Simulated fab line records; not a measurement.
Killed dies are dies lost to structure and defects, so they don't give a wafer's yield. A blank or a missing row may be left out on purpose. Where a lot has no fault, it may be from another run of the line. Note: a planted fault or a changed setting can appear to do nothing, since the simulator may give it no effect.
A struck lot beside a sound one -- flow gf180mcu -- 28 out of 602 route steps
Sound: wafers L647.1, L647.3, L647.4. Struck: wafer L653.3. The cause is given at the end.
At each step with rows: each side's tool, then ch and its chambers, then its first start. Under that, the readings that differ: sound wafers -- struck wafers -- difference of the means -- sigmas: that difference in standard deviations of wafers without a fault.
alike: words and numbers the same on both sides, and readings whose means are apart by under 2 such deviations; not compared: readings that were withheld, readings missing a value for some wafer, numbers with overlapping values and no deviation given by the record, and bounds like >300 which may hide the same value.
Wherever a step has rows on one side only, a row that says differs or no value, or a row with sigmas, the two part there. Numbers that don't overlap but have no deviation are shown without sigmas and don't part them. Lack of a reading on every wafer of one side parts them only where that side has two or more wafers.

first, 4 steps without rows for these wafers: GF_M4_SOFTBAKE_10 (time 60 s); GF_M4_EXPOSE_11 (exposes mask Metal4, target cd 280 nm); GF_M4_PEB_12 (peb time 90 s); GF_M4_DEVELOP_13 (develop time 60 s).
GF_M4_CD_MEAS_14: the cd target is 280 nm.
  sound: cdSem-02 at day 24 21:14; struck: cdSem-02 at day 26 03:35
  alike: cdNm
GF_M4_OVL_MEAS_15:
  sound: overlay-01 at day 24 21:22; struck: overlay-02 at day 26 03:41
  alike: M4_OVL
GF_M4_METAL_ETCH_16: etches the open film in Cl2/BCl3, stops on SiO2, target depth 627.5 nm, time 104.6 s.
  sound on rieMetal-04 ch 0,1, day 24 21:23; struck on rieMetal-02 ch 0, day 26 03:45
  alike: drypumpMotorCurrentA, oesProductAu, throttleValvePct
  not compared: rfHoursCounterH
GF_M4_STRIP_17: strips in O2/N2.
  sound on plasmaAsher-01 ch 0,1, day 24 21:31; struck on plasmaAsher-04 ch 0, day 26 03:52
reading,sound,struck,difference,sigmas
heaterPowerW (W),327 315 335,391,+65,+2
platenTempC (C),250.01 249.86 249.96,250.36,+0.42,+2
  alike: drypumpMotorCurrentA, oesProductAu, stripTimeToEndpointS
  not compared: rfHoursCounterH
then, 3 steps without rows for these wafers: GF_M4_STRIP_18 (strips in post etch residue remover, time 1200 s); GF_M4_CLEAN_19 (cleans in DIW); GF_V4_CVD_00 (deposits SiO2, target thk 600 nm, time 100 s).
GF_V4_THK_MEAS_01:
  sound: filmMetro-04 at day 24 22:09; struck: filmMetro-01 at day 26 04:51
reading,sound,struck,difference,sigmas
V4_CVD_00_THK (nm),620 621 606,592,-24,-3
GF_V4_CVD_02: deposits SiO2 from TEOS, target thk 850 nm, time 94.851 s.
  sound on pecvd-02 ch 0,1, day 24 22:13; struck on pecvd-03 ch 0, day 26 04:53
  not compared: heaterPowerOuterW, heaterPowerW
GF_V4_THK_MEAS_03:
  sound: filmMetro-03 at day 24 22:17; struck: filmMetro-01 at day 26 04:59
reading,sound,struck,difference,sigmas
V4_CVD_02_THK (nm),874 857 870,0,-867,-79
GF_V4_CMP_04: polishes SiO2.
  sound on cmp-01 ch 0,2,3, day 24 22:20; struck on cmp-02 ch 1, day 26 05:07
  alike: motorCurrentA
  not compared: timeToEndpointS
then, 8 steps without rows for these wafers: GF_V4_DEHYDRATE_06 (time 60 s); GF_V4_HMDS_07 (prime time 60 s); GF_V4_COAT_08; GF_V4_COAT_09 (resist thk 1000 nm); GF_V4_SOFTBAKE_10 (time 60 s); GF_V4_EXPOSE_11 (exposes mask Via4, target cd 260 nm); GF_V4_PEB_12 (peb time 90 s); GF_V4_DEVELOP_13 (develop time 60 s).
GF_V4_CD_MEAS_14: the cd target is 260 nm.
  sound: cdSem-02 at day 25 20:00; struck: cdSem-01 at day 27 01:56
  alike: cdNm
GF_V4_OVL_MEAS_15:
  sound: overlay-02 at day 25 20:07; struck: overlay-02 at day 27 02:02
  alike: V4_OVL
GF_V4_ETCH_16: etches BARC in N2/H2.
  sound on rieDiel-02 ch 1,2,3, day 25 20:10; struck on rieDiel-02 ch 1, day 27 02:04
  alike: drypumpMotorCurrentA, oesProductAu, throttleValvePct
GF_V4_ETCH_17: etches SiO2 in C4F8/O2/Ar, stops on TiN, target depth 630 nm.
  sound on rieDiel-02 ch 1,2,3; struck on rieDiel-02 ch 1
reading,sound,struck,difference,sigmas
oesProductAu (a.u.),0.856 0.852 0.853,0.824,-0.030,-6
model.etch.depthNm (nm),635.1 631.6 633.1,592.4,-40.9,
model.V4.featureDepthNm (nm),635.1 631.6 633.1,592.4,-40.9,
GF_V4_STRIP_18: strips in O2/N2.
  sound on plasmaAsher-04 ch 0,1, day 25 20:17; struck on plasmaAsher-04 ch 0, day 27 02:13
reading,sound,struck,difference,sigmas
drypumpMotorCurrentA (A),5.5 5.5 6.6,6.6,+0.7,+2
  alike: heaterPowerW, oesProductAu, platenTempC
  not compared: rfHoursCounterH

WHERE THEY PART
At GF_M4_STRIP_17 first; at GF_V4_STRIP_18 last (within this record only).

WHY: what the simulator had put in
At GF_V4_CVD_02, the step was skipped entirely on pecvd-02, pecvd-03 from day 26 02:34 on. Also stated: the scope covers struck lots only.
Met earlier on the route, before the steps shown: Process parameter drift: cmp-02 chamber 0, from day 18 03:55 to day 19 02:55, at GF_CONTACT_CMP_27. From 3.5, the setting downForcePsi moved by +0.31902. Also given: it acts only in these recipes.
